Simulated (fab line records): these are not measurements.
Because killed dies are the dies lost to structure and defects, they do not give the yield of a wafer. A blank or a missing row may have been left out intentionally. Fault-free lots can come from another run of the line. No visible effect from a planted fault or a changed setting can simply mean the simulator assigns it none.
2 desks, one fault || flow sfq line || what lay behind the numbers comes last; until then each desk has only its own

DESK OF THE TOOL OWNER: rie metal-03
The tool's own readings at SFQ_TRILAYER_M6_ETCH_METAL_ETCH_162 (etches Nb in Cl2/Ar, stops on SiO2, target depth 240 nm, time 120 s): means of the sampled wafers that have a number, for each lot that ran on this tool. If a lot's mean is further than 4 standard deviations from the usual mean, the lot is out of limits and carries the mark OUT (the distance appears in the brackets).
Columns: A = drypump motor current A at SFQ_TRILAYER_M6_ETCH_METAL_ETCH_162, usual 5.5 A; B = he backside leak sccm at SFQ_TRILAYER_M6_ETCH_METAL_ETCH_162, usual 3.35 sccm; C = oes product au at SFQ_TRILAYER_M6_ETCH_METAL_ETCH_162, usual 0.894 a.u.
{"lot": "L468", "first seen here": "day 73 01:13", "A": 5.4, "B": 3.55, "C": 0.890}
{"lot": "L489", "first seen here": "day 81 08:02", "A": 5.6, "B": 3.47, "C": 0.894}
This desk's finding: nothing out of limits on any of the 2 lots.

THE METROLOGY DESK
What the gauges read, lot by lot, whatever tool the lot ran on: means of the sampled wafers that have a number. If a lot's mean is further than 4 standard deviations from the usual mean, the lot is out of limits and carries the mark OUT (the distance appears in the brackets).
Columns: A = M6_NB_RS at SFQ_M6_RS_MEAS_938, usual 0.889 ohm/sq; B = M6_OVL at SFQ_M6_OVL_MEAS_940, usual 2 nm
{"lot": "L468", "first seen here": "day 72 13:19", "A": 0.894, "B": 3}
{"lot": "L476", "first seen here": "day 74 06:19", "A": 0.863, "B": 0}
{"lot": "L485", "first seen here": "day 79 01:54", "A": 0.899, "B": 3}
{"lot": "L489", "first seen here": "day 79 23:16", "A": 0.891, "B": 4}
{"lot": "L490", "first seen here": "day 80 01:42", "A": 0.884, "B": 11}
This desk's finding: nothing out of limits on any of the 5 lots.

TAKEN TOGETHER
Nothing out of limits was seen by the tool owner's desk.
At the metrology desk, nothing out of limits was observed.

WHAT WAS PUT IN BY THE SIMULATOR
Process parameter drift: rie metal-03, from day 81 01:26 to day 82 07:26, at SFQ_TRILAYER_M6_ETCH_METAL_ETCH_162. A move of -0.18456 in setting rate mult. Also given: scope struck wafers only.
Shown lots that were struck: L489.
